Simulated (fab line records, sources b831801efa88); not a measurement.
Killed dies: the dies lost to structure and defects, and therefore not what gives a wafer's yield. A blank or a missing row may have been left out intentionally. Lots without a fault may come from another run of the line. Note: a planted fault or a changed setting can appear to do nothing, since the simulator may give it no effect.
What tool caused it? | flow gf180mcu | 36 wafers from 12 lots sampled at 5 of the route's 602 steps

WHAT THE GAUGES READ, wafer by wafer
GF_HV_LDD_CD_MEAS_31: target cd 400 nm.
lot  | measured     | on        | cd-nm (nm)
L159 | day 12 00:21 | cd-sem-01 | 407.8 407.9 407.2
L162 | day 13 07:59 | cd-sem-02 | 408.4 404.0 405.7
L164 | day 13 22:59 | cd-sem-01 | 401.7 402.1 404.1
L167 | day 14 20:07 | cd-sem-02 | 403.6 406.1 403.5
L168 | day 15 04:54 | cd-sem-02 | 404.1 400.7 401.1
L169 | day 15 10:25 | cd-sem-01 | 401.6 399.0 400.9
L173 | day 16 15:53 | cd-sem-01 | 400.9 401.6 402.6
L175 | day 17 13:18 | cd-sem-01 | 408.4 407.9 410.3
L177 | day 18 01:18 | cd-sem-01 | 409.5 408.4 406.0
L178 | day 18 08:42 | cd-sem-01 | 402.2 403.9 399.3
L179 | day 18 14:07 | cd-sem-01 | 404.1 403.9 406.3
L180 | day 19 10:24 | cd-sem-01 | 409.1 406.7 406.5

GF_HV_LDD_TW_MEAS_38.
lot  | measured     | on            | HV_LDD_3_TW
L159 | day 12 01:12 | film-metro-03 | 1438 1434 1429
L162 | day 13 08:49 | film-metro-04 | 1426 1424 1427
L164 | day 13 23:50 | film-metro-04 | 1426 1426 1441
L167 | day 14 20:58 | film-metro-03 | 1430 1435 1438
L168 | day 15 05:45 | film-metro-04 | 1433 1439 1438
L169 | day 15 11:37 | film-metro-04 | 1546 1548 1541 1544 1543 1542
L173 | day 16 16:44 | film-metro-01 | 1419 1411 1406
L175 | day 17 14:29 | film-metro-03 | 1555 1553 1549 1562 1552 1555
L177 | day 18 02:10 | film-metro-04 | 1427 1425 1419
L178 | day 18 09:33 | film-metro-03 | 1445 1445 1444
L179 | day 18 15:00 | film-metro-03 | 1445 1450 1447
L180 | day 19 11:16 | film-metro-01 | 1422 1427 1422

GF_HV_LDD_RS_MEAS_53: a four-point-probe measurement.
lot  | measured     | on            | HV_LDD_RS (ohm/sq)
L159 | day 12 21:44 | film-metro-03 | 417.5 418.1 417.3
L162 | day 14 05:05 | film-metro-04 | 418.5 417.4 417.0
L164 | day 14 20:44 | film-metro-01 | 416.4 417.4 417.7
L167 | day 15 19:22 | film-metro-04 | 418.7 419.1 418.0
L168 | day 16 04:02 | film-metro-01 | 420.1 418.7 419.0
L169 | day 16 10:20 | film-metro-04 | 400.0 397.6 398.5 399.1 398.0 399.2
L173 | day 17 15:05 | film-metro-01 | 417.5 418.9 419.3
L175 | day 18 13:29 | film-metro-01 | 398.5 398.5 397.9 397.6 397.7 397.9
L177 | day 19 01:47 | film-metro-03 | 416.3 417.1 417.0
L178 | day 19 08:47 | film-metro-04 | 417.7 418.3 418.3
L179 | day 19 14:55 | film-metro-03 | 418.6 419.9 419.0
L180 | day 20 11:59 | film-metro-04 | 419.0 420.6 420.3

TOOL THAT RAN EACH LOT (tool first, then ch and the chambers of the sampled wafers, then the start)
lot  | GF_POLY_GATE_STRIP_14                | GF_HV_LDD_IMPLANT_33
L159 | plasma-asher-03 ch 0,1, day 9 15:59  | implanter-03 ch 0, day 12 00:30
L162 | plasma-asher-01 ch 0,1, day 10 18:15 | implanter-04 ch 0, day 13 08:09
L164 | plasma-asher-04 ch 0,1, day 11 09:08 | implanter-03 ch 0, day 13 23:10
L167 | plasma-asher-01 ch 1, day 12 05:40   | implanter-03 ch 0, day 14 20:17
L168 | plasma-asher-04 ch 0, day 12 12:04   | implanter-03 ch 0, day 15 05:03
L169 | plasma-asher-01 ch 0,1, day 12 17:13 | implanter-03 ch 0, day 15 10:34
L173 | plasma-asher-04 ch 0,1, day 13 19:52 | implanter-04 ch 0, day 16 16:02
L175 | plasma-asher-01 ch 0,1, day 14 16:19 | implanter-03 ch 0, day 17 13:28
L177 | plasma-asher-04 ch 0,1, day 15 04:59 | implanter-02 ch 0, day 18 01:28
L178 | plasma-asher-04 ch 0,1, day 15 13:19 | implanter-03 ch 0, day 18 08:51
L179 | plasma-asher-01 ch 1, day 15 17:29   | implanter-03 ch 0, day 18 14:17
L180 | plasma-asher-03 ch 0,1, day 16 08:04 | implanter-04 ch 0, day 19 10:34
- GF_POLY_GATE_STRIP_14: strips in O2/N2.
- GF_HV_LDD_IMPLANT_33

WHAT THE TOOLS THEMSELVES READ (means of the sampled wafers that have a number; where no wafer has one, the mark that the record gives instead)
GF_POLY_GATE_STRIP_14.
lot  | tool            | drypump-motor-current-A (A) | heater-power-w (W) | o2-flow-sccm (sccm) | oes-product-au (a.u.)
L159 | plasma-asher-03 | 5.1                         | 409                | 3005                | 0.503
L162 | plasma-asher-01 | 5.6                         | 326                | 3013                | 0.501
L164 | plasma-asher-04 | 5.3                         | 346                | 2998                | 0.505
L167 | plasma-asher-01 | 5.6                         | 307                | 3000                | 0.505
L168 | plasma-asher-04 | 4.8                         | 345                | 2998                | 0.504
L169 | plasma-asher-01 | 5.6                         | 316                | 3006                | 0.506
L173 | plasma-asher-04 | 5.8                         | 350                | 2993                | 0.506
L175 | plasma-asher-01 | 5.6                         | 319                | 3006                | 0.506
L177 | plasma-asher-04 | 5.3                         | 348                | 2997                | 0.504
L178 | plasma-asher-04 | 5.8                         | 353                | 2995                | 0.505
L179 | plasma-asher-01 | 5.5                         | 313                | 2993                | 0.505
L180 | plasma-asher-03 | 5.4                         | 341                | 2998                | 0.505

THE ANSWER, worked out from the rows above alone
Rule: the usual values come from the lots themselves. Put in order of their means at a reading, lots are off if they are a third of the lots or fewer, leave a main group of 4 or more, and stand apart from it by a gap of 3 or more times the standard deviation of the main group's means; of several such gaps the widest counts. A main group whose means are all the same, to the digits that the tables above print for the reading, isn't used. A lot without any number at a reading at which 4 lots or more have one is off too. Any other lot the step has rows for is counted as sound. After the gauges, taken in route order, come the tools' own readings; for these a lot's mean is taken, as printed above. The first step at which some lot is off is used, and at that step the reading that is off furthest; a lot without a number counts as furthest.
Off: L169, L175, at GF_HV_LDD_TW_MEAS_38 (HV_LDD_3_TW). The main group has a mean of 1431 with a standard deviation of 10.
A tool fits if, at a process step before that reading, it ran every lot that is off, and no sound lot after the first of them. The gauges at GF_HV_LDD_TW_MEAS_38 are tried like those tools. No candidate that was tried fits.

WHAT THE SIMULATOR HAD PUT IN
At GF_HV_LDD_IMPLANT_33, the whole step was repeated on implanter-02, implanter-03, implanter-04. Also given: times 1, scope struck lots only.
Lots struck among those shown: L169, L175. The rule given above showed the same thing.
